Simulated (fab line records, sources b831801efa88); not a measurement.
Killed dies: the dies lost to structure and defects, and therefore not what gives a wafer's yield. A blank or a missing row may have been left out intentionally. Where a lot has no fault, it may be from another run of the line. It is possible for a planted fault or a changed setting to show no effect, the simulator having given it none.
fab line records    flow sky130
record: lots: 6  wafers: 18  last-day: 50
route steps=708 shown FIELD_ISO@31 NWELL@32 DNWELL@35 PWDE@45
lots that met no fault: from a run of the same line without faults
start-h: hours from the record's first day to the start of the lot's first wafer shown    wait-h: time in hours since the lot's previous step    " the same as in the row above    L1.1+2: a single row standing in for several wafers    - no value present, or no start provided    * or withheld: withheld    < > ~ a bound
route shown NAME@n: a module of which the file shows steps, and the number in the route of the first    usual: mean and standard deviation over wafers with no fault    same: alike in all rows    chamber/n: place in a boat    sites: per-site readings    _std_site: the values' standard deviation    _edge_site: mean of outer sites minus mean of inner sites    radius-mm: how far each site lies from the wafer's centre    mask NAME#n: copy n    behind: the last tool/chamber to shape the wafer    hold: reason for holding the lot/hours on hold/outcome of the hold    device: names the non-switching transistor (n, p or np)    end of line: the tests these same wafers got at the end of their route    where a step has no rows: the recipe by itself    killed: dies that structure and defects cost at the first sort, which is not the same as the wafer's yield    map: per-die view of a wafer (x killed, . not killed, _ where there is no die)
set.NAME: setting as actually run; set.NAME@STEP: the setting as run at that earlier step    model.NAME: the simulator's own value behind a step, which no gauge read
certain route steps with their lots: each step a table, each wafer a row
services: from which hour (start-h, from the record's first day; less than 0 if before it) a tool's chamber was out of use, for how many hours, and why
== steps ==
step: SKY_FIELD_ISO_WET_ETCH_30
recipe: chemistry: dHF  target-depth-nm: 25  target: SiO2  dilution: 10:1  temp-c: 25  time-s: 50
step: SKY_NWELL_CLEAN_00
recipe: chemistry: SC1/SC2  mix: 1:4:20  temp-c: 70  time-s: 150  dry: n2-spin
step: SKY_NWELL_OXIDATION_01
recipe: temp-c: 900  ambient: O2  stabilise-s: 600  purge-s: 300  target-thk-a: 100  ox-time-s: 1418
step: SKY_NWELL_THK_MEAS_02
recipe: reads: SiO2_of_NWELL_OXIDATION_01
usual: NWELL_OXIDATION_THK: 10.13/0.14
lot.wafer  tool           chamber  start-h  wait-h  NWELL_OXIDATION_THK[nm]
L270.1     film-metro-03  -        51.88    0.0     10.14
L270.5     "              -        "        "       10.22
L270.6     "              -        "        "       10.20
L282.2     film-metro-04  -        113.98   0.0     9.90
L282.4     "              -        "        "       10.16
L282.5     "              -        "        "       10.13
L286.1     film-metro-03  -        135.95   0.0     10.25
L286.2     "              -        "        "       10.18
L286.4     "              -        "        "       10.17
L287.1     film-metro-02  -        140.26   0.0     9.89
L287.5     "              -        "        "       10.22
L287.6     "              -        "        "       10.21
L289.1     film-metro-02  -        149.11   0.0     10.15
L289.3     "              -        "        "       10.17
L289.5     "              -        "        "       10.19
L290.2     film-metro-04  -        155.10   0.0     10.10
L290.4     "              -        "        "       10.13
L290.5     "              -        "        "       10.15
step: SKY_DNWELL_DEHYDRATE_00
recipe: temp-c: 200  time-s: 60
step: SKY_DNWELL_HMDS_01
recipe: prime-time-s: 60  prime-temp-c: 120
step: SKY_DNWELL_COAT_02
recipe: spin-rpm: 2000  resist-thk-nm: 3000
step: SKY_DNWELL_SOFTBAKE_03
recipe: temp-c: 110  time-s: withheld
step: SKY_DNWELL_EXPOSE_04
recipe: mask-id: DNM  na: 0.57  target-cd-nm: 3000  dose-mj: 222
step: SKY_DNWELL_PEB_05
recipe: temp-c: 115  time-s: withheld
step: SKY_DNWELL_DEVELOP_06
recipe: wall-angle-deg: 90  developer: TMAH  develop-time-s: 60  dev-temp-c: 23
step: SKY_DNWELL_IMPLANT_07
recipe: species: P  energy-kev: withheld  dose-cm2: withheld  tilt-deg: withheld
step: SKY_DNWELL_STRIP_08
recipe: chemistry: O2/N2  power-w: 1400  pressure-mtorr: 1500  platen-temp-c: withheld  o2-flow-sccm: 3000  n2-flow-sccm: 300  overash-fraction: 0.5
usual: chamber-pressure-mTorr: 1499.9/1.3  drypump-motor-current-A: 6.19/0.25  oes-product-au: 0.722/0.0043  strip-time-to-endpoint-s: 36.95/0.12
lot.wafer  tool             chamber  start-h  wait-h  chamber-pressure-mTorr  drypump-motor-current-A  oes-product-au  rf-hours-counter-h  strip-time-to-endpoint-s  model.coat_of_DNWELL_COAT_02.thk-nm
L270.1     plasma-asher-03  1        67.82    0.1     1500.0                  6.30                     0.720           27                  36.99                     0
L270.5     "                0        "        "       1500.5                  6.21                     0.716           -                   36.99                     0
L270.6     "                1        "        "       1501.5                  6.29                     0.723           -                   37.06                     0
L282.2     plasma-asher-03  1        132.77   0.1     1499.5                  6.28                     0.713           33                  36.89                     0
L282.4     "                0        "        "       1499.4                  6.18                     0.722           -                   36.99                     0
L282.5     "                1        "        "       1499.0                  6.29                     0.725           -                   36.97                     0
L286.1     plasma-asher-03  0        155.27   0.1     -                       -                        -               -                   -                         2980
L286.2     "                1        "        "       -                       -                        -               -                   -                         2980
L286.4     "                0        "        "       -                       -                        -               -                   -                         2980
L287.1     plasma-asher-03  0        159.67   0.1     -                       -                        -               -                   -                         2999
L287.5     "                1        "        "       -                       -                        -               -                   -                         2995
L287.6     "                0        "        "       -                       -                        -               -                   -                         2997
L289.1     plasma-asher-02  1        169.42   0.1     1499.6                  6.05                     0.724           49                  36.79                     0
L289.3     "                0        "        "       1498.0                  6.68                     0.729           -                   36.86                     0
L289.5     "                0        "        "       1500.4                  6.69                     0.717           -                   36.90                     0
L290.2     plasma-asher-02  1        175.47   0.1     1498.4                  6.06                     0.717           50                  36.71                     0
L290.4     "                0        "        "       1503.0                  6.69                     0.724           -                   36.77                     0
L290.5     "                1        "        "       1501.2                  6.08                     0.723           -                   36.76                     0
step: SKY_DNWELL_TW_MEAS_09
usual: DNWELL_TW: 1124/9.4
lot.wafer  tool           chamber  start-h  wait-h  DNWELL_TW
L270.1     film-metro-03  -        67.92    0.1     1124
L270.5     "              -        "        "       1116
L270.6     "              -        "        "       1112
L282.2     film-metro-03  -        132.88   0.1     1122
L282.4     "              -        "        "       1120
L282.5     "              -        "        "       1112
L286.1     film-metro-02  -        155.37   0.1     1131
L286.2     "              -        "        "       1135
L286.4     "              -        "        "       1133
L287.1     film-metro-02  -        159.77   0.1     1130
L287.5     "              -        "        "       1142
L287.6     "              -        "        "       1134
L289.1     film-metro-03  -        169.52   0.1     1113
L289.3     "              -        "        "       1113
L289.5     "              -        "        "       1111
L290.2     film-metro-04  -        175.58   0.1     1113
L290.4     "              -        "        "       1112
L290.5     "              -        "        "       1113
step: SKY_PWDE_DEHYDRATE_00
recipe: temp-c: 200  time-s: 60
step: SKY_PWDE_HMDS_01
recipe: prime-time-s: 60  prime-temp-c: 120.6
step: SKY_PWDE_COAT_02
recipe: spin-rpm: 2000  resist-thk-nm: 3000
step: SKY_PWDE_SOFTBAKE_03
recipe: temp-c: 110  time-s: withheld
step: SKY_PWDE_EXPOSE_04
recipe: mask-id: PWDEM  na: 0.6  source-shape: conventional  sigma-outer: 0.6  polarization: unpolarized  target-cd-nm: 840  dose-mj: 214
step: SKY_PWDE_PEB_05
recipe: temp-c: 115  time-s: withheld
step: SKY_PWDE_DEVELOP_06
recipe: wall-angle-deg: 90  developer: TMAH  develop-time-s: 60  dev-temp-c: 23
step: SKY_PWDE_OVL_MEAS_07
usual: PWDE_OVL: 1.5/1.5
lot.wafer  tool        chamber  start-h  wait-h  PWDE_OVL[nm]
L270.1     overlay-01  -        84.02    -       2.0
L270.5     "           -        "        "       -0.2
L270.6     "           -        "        "       1.0
L282.2     overlay-02  -        152.42   -       3.4
L282.4     "           -        "        "       0.4
L282.5     "           -        "        "       -0.6
L286.1     overlay-01  -        174.98   -       0.9
L286.2     "           -        "        "       2.1
L286.4     "           -        "        "       1.7
L287.1     overlay-01  -        180.42   -       0.3
L287.5     "           -        "        "       1.7
L287.6     "           -        "        "       3.7
L289.1     overlay-02  -        190.53   -       3.0
L289.3     "           -        "        "       1.9
L289.5     "           -        "        "       2.3
L290.2     overlay-02  -        196.17   -       3.1
L290.4     "           -        "        "       2.2
L290.5     "           -        "        "       1.3
step: SKY_PWDE_IMPLANT_08
recipe: species: B  energy-kev: 150  dose-cm2: 3.6e+12  tilt-deg: withheld
step: SKY_PWDE_STRIP_09
recipe: chemistry: O2/N2  power-w: 1400  pressure-mtorr: 1500  platen-temp-c: withheld  o2-flow-sccm: 3000  n2-flow-sccm: 300  overash-fraction: 0.5
usual: chamber-pressure-mTorr: 1499.9/1.6  drypump-motor-current-A: 6.2/0.32  oes-product-au: 0.722/0.0046  strip-time-to-endpoint-s: 36.92/0.1
lot.wafer  tool             chamber  start-h  wait-h  chamber-pressure-mTorr  drypump-motor-current-A  oes-product-au  rf-hours-counter-h  strip-time-to-endpoint-s
L270.1     plasma-asher-01  1        84.20    0.1     1499.2                  6.4                      0.725           40                  36.90
L270.5     "                0        "        "       1499.9                  6.0                      0.713           -                   36.86
L270.6     "                1        "        "       1498.6                  6.4                      0.720           -                   36.98
L282.2     plasma-asher-02  0        152.60   0.1     1499.7                  6.7                      0.727           47                  36.82
L282.4     "                0        "        "       1499.7                  6.7                      0.725           -                   36.89
L282.5     "                1        "        "       1499.0                  6.1                      0.721           -                   36.83
L286.1     plasma-asher-04  0        175.16   0.1     1497.3                  5.7                      0.738           47                  80.96
L286.2     "                1        "        "       1502.0                  5.9                      0.736           47                  80.79
L286.4     "                0        "        "       1501.9                  5.7                      0.732           -                   80.86
L287.1     plasma-asher-02  1        180.60   0.1     1498.1                  6.1                      0.745           50                  81.02
L287.5     "                0        "        "       1501.2                  6.7                      0.741           -                   80.94
L287.6     "                1        "        "       1501.5                  6.1                      0.746           -                   81.06
L289.1     plasma-asher-04  0        190.71   0.1     1504.3                  5.7                      0.729           49                  36.88
L289.3     "                0        "        "       1499.9                  5.8                      0.726           -                   36.84
L289.5     "                0        "        "       1500.0                  5.8                      0.722           -                   36.86
L290.2     plasma-asher-01  1        196.35   0.1     1500.6                  6.4                      0.722           7                   36.76
L290.4     "                1        "        "       1499.0                  6.4                      0.723           -                   36.85
L290.5     "                0        "        "       1501.4                  6.0                      0.719           -                   36.77
step: SKY_PWDE_TW_MEAS_10
usual: PWDE_TW: 376.8/2.7
lot.wafer  tool           chamber  start-h  wait-h  PWDE_TW
L270.1     film-metro-04  -        84.30    0.1     375.1
L270.5     "              -        "        "       374.7
L270.6     "              -        "        "       376.4
L282.2     film-metro-02  -        152.71   0.1     380.6
L282.4     "              -        "        "       379.9
L282.5     "              -        "        "       381.1
L286.1     film-metro-04  -        175.26   0.1     30.1
L286.2     "              -        "        "       30.1
L286.4     "              -        "        "       30.0
L287.1     film-metro-03  -        180.70   0.1     30.2
L287.5     "              -        "        "       30.1
L287.6     "              -        "        "       30.0
L289.1     film-metro-03  -        190.81   0.1     373.6
L289.3     "              -        "        "       373.6
L289.5     "              -        "        "       375.5
L290.2     film-metro-02  -        196.46   0.1     381.0
L290.4     "              -        "        "       383.2
L290.5     "              -        "        "       379.7
step: SKY_NWELL_DEHYDRATE_03
recipe: temp-c: 200  time-s: 60
== services ==
tool             chamber  start-h  hours  kind
plasma-asher-03  -        49.79    0.7    repair
plasma-asher-04  -        60.55    13.4   repair
plasma-asher-02  -        79.30    6.7    repair
plasma-asher-03  -        105.21   3.5    repair
plasma-asher-01  -        108.78   9.0    pm
plasma-asher-01  0        108.78   11.6   vent-cycle
plasma-asher-01  1        108.78   11.6   vent-cycle
plasma-asher-01  -        114.84   5.5    repair
plasma-asher-01  0        117.78   -      clean
plasma-asher-01  1        117.78   -      clean
plasma-asher-03  -        134.10   2.8    pm
plasma-asher-03  -        168.86   1.6    repair
plasma-asher-01  -        183.32   2.7    repair
== key ==
first-sign: step: SKY_DNWELL_STRIP_08  reading: tool-record  direction: missing
effect: step: SKY_PWDE_STRIP_09  reading: strip-time-to-endpoint-s  direction: up  sigmas: 99+  usual: *  struck: *
effect: step: SKY_PWDE_TW_MEAS_10  reading: PWDE_TW  direction: down  sigmas: 99+  usual: 376.8  struck: 30.1
model-effect: step: SKY_DNWELL_STRIP_08  value: coat_of_DNWELL_COAT_02.thk-nm  without: 0  struck: 2988
met-at SKY_DNWELL_STRIP_08
struck-wafers L286.1,L286.2,L286.4,L287.1,L287.5,L287.6
sort-left-out L286.1,L286.2,L286.4,L287.1,L287.5,L287.6
tester-left-out L286,L287
onset-between 132.77 155.27
fault: kind: skipped-step-whole  tool: plasma-asher-03  chamber: -  onset-h: 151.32  steps: SKY_DNWELL_STRIP_08  scope: struck-lots-only
tester-left-out: of these lots the tester's yield and bins aren't shown, on N5 and GAA mostly nor the transistor test; their killed dies are dies lost to structure and defects alone, not to doping, threshold or leakage, so they don't give the yield
sort-left-out: the simulated sort isn't trusted on such a fault, so these wafers' sort isn't shown, and their yield isn't known
